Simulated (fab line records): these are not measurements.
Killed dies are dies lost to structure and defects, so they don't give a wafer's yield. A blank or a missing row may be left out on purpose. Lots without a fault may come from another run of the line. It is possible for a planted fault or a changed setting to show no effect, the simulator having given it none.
Which of the tools did it? | flow sky130 | Sampling: 10 lots, 30 wafers, 3 of 708 route steps

== WHAT THE GAUGES READ, wafer by wafer ==
SKY_SPACER_THK_MEAS_01.
lot  | measured     | on            | SPACER_CVD_00_THK (nm)
L159 | day 22 08:50 | film metro-04 | 42.8 42.9 43.0
L161 | day 23 07:55 | film metro-01 | 43.2 43.3 43.1
L162 | day 23 21:40 | film metro-03 | 42.9 43.0 42.8
L163 | day 25 05:43 | film metro-03 | 42.9 42.3 42.7
L164 | day 25 05:41 | film metro-01 | 43.1 43.2 43.4
L165 | day 25 05:42 | film metro-04 | 42.7 42.5 42.7
L166 | day 25 09:53 | film metro-03 | 42.4 43.1 42.9
L167 | day 25 15:11 | film metro-01 | 42.6 42.8 42.6
L174 | day 28 00:59 | film metro-01 | 37.0 36.7 37.0
L176 | day 28 12:59 | film metro-01 | 42.8 42.7 43.0

== TOOL THAT RAN EACH LOT (tool first, then ch and the chambers of the sampled wafers, then the start) ==
lot  | SKY_LDD_P_STRIP_10                   | SKY_SPACER_CVD_00
L159 | plasma asher-04 ch 0,1, day 18 09:40 | lpcvd-02 ch 0, day 22 07:37
L161 | plasma asher-04 ch 0,1, day 19 09:42 | lpcvd-02 ch 0, day 23 06:42
L162 | plasma asher-02 ch 0,1, day 19 23:28 | lpcvd-02 ch 1, day 23 20:27
L163 | plasma asher-04 ch 0,1, day 20 10:40 | lpcvd-02 ch 0, day 25 04:29
L164 | plasma asher-04 ch 0,1, day 20 13:19 | lpcvd-02 ch 0, day 25 04:29
L165 | plasma asher-02 ch 0, day 21 01:10   | lpcvd-02 ch 1, day 25 04:29
L166 | plasma asher-02 ch 0,1, day 21 12:23 | lpcvd-02 ch 1, day 25 08:41
L167 | plasma asher-02 ch 0,1, day 21 18:25 | lpcvd-02 ch 0, day 25 13:59
L174 | plasma asher-02 ch 0,1, day 24 09:35 | lpcvd-02 ch 0, day 27 23:46
L176 | plasma asher-02 ch 1, day 24 23:02   | lpcvd-02 ch 1, day 28 11:46
- SKY_LDD_P_STRIP_10: strips in O2/N2.
- SKY_SPACER_CVD_00: deposits Si3N4 from DCS/NH3, target thk 43.1 nm, time 740 s.

== THE ANSWER, worked out from the rows above alone ==
Rule: what is usual is taken from the lots themselves. The widest of any qualifying gaps counts: lots, ordered by their means at a reading, are off when they make up no more than a third of the lots, leave a main group of 4 or more, and stand apart from it by 3 or more times the standard deviation of that group's means. If all means in a main group match to the digits the tables above print for the reading, that group is not used. Also off: a lot with no number at a reading for which 4 or more lots have one. The other lots that the step has rows for count as sound.
Off: at SKY_SPACER_THK_MEAS_01 (SPACER_CVD_00_THK), L174. Mean 42.9 nm and standard deviation 0.21 in the main group.
If a tool, at a process step before that reading, ran all the lots that are off and no sound lot after the first of them, it fits. Gauges at SKY_SPACER_THK_MEAS_01: tried the same way as those tools. Of those tried, none fits.

== WHAT WAS PUT IN BY THE SIMULATOR ==
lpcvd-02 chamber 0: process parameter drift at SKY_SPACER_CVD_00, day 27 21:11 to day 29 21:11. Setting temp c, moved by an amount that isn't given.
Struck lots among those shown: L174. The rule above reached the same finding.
